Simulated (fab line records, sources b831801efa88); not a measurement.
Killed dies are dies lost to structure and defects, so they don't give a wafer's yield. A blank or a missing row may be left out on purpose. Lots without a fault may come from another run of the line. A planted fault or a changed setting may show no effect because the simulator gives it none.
One fault seen from 2 desks | flow gf180mcu | each desk has only its own numbers; what lay behind them comes last

THE TOOL OWNER'S DESK: pecvd-01
The tool's own readings at GF_SAB_CVD_00 (deposits SiO2 from TEOS, target thk 50 nm, time 4.9302 s): means of the sampled wafers that have a number, for each lot that ran on this tool. A lot is out of limits, marked OUT, if its mean lies more than 4 standard deviations from the usual mean; the brackets give that distance.
Columns: A = heater_power_w at GF_SAB_CVD_00, usual 710 W
lot  | first seen here | A
L927 | day 14 09:16    | 659
L933 | day 17 02:04    | 666
L937 | day 19 01:09    | 695
This desk's finding: nothing out of limits on any of the 3 lots.

THE METROLOGY DESK
What the gauges read, lot by lot, whatever tool the lot ran on: means of the sampled wafers that have a number. A lot is out of limits, marked OUT, if its mean lies more than 4 standard deviations from the usual mean; the brackets give that distance.
Columns: A = cd_nm at GF_PSD_CD_MEAS_07, usual 400.1 nm; B = PSD_OVL at GF_PSD_OVL_MEAS_08, usual 1.1 nm; C = PSD_TW at GF_PSD_TW_MEAS_11, usual 3213; D = NSD_RS at GF_PSD_RS_MEAS_14, usual 46.11 ohm/sq; E = PSD_RS at GF_PSD_RS_MEAS_15, usual 108.53 ohm/sq; F = SAB_CVD_00_THK at GF_SAB_THK_MEAS_01, usual 50.0 nm
lot  | first seen here | A     | B    | C    | D     | E      | F
L927 | day 14 08:28    | 398.9 | 0.7  | 3189 | 46.13 | 108.50 | 49.9
L933 | day 17 01:15    | 398.5 | -1.9 | 3148 | 46.18 | 108.83 | 43.8 (-9.0) OUT
L937 | day 19 00:19    | 401.5 | 2.3  | 3241 | 46.11 | 108.66 | 44.0 (-8.7) OUT
L941 | day 19 22:55    | 401.1 | 0.8  | 3258 | 46.13 | 108.32 | 50.1
L948 | day 21 19:04    | 400.7 | 1.7  | 3161 | 46.11 | 108.62 | 50.2
L949 | day 22 03:58    | 403.3 | 3.6  | 3120 | 46.12 | 108.40 | 50.6
This desk's finding: out of limits on L933, L937; first on L933, day 17 02:07 (SAB_CVD_00_THK at GF_SAB_THK_MEAS_01). In limits: L927, L941, L948, L949.

PUT TOGETHER
The metrology desk could have raised an alarm at day 17 02:07, on L933, L937.
The tool owner's desk saw nothing out of limits.
The tool owner's desk has L933, L937 on record, within its limits.
Of the lots named, all ran GF_SAB_CVD_00 on pecvd-01.

WHAT THE SIMULATOR HAD PUT IN
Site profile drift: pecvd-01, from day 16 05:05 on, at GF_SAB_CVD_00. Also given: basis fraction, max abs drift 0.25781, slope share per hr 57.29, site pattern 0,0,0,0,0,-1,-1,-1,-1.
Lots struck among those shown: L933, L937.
Hours from the fault's start to each desk's first reading out of limits: the metrology desk, 21.
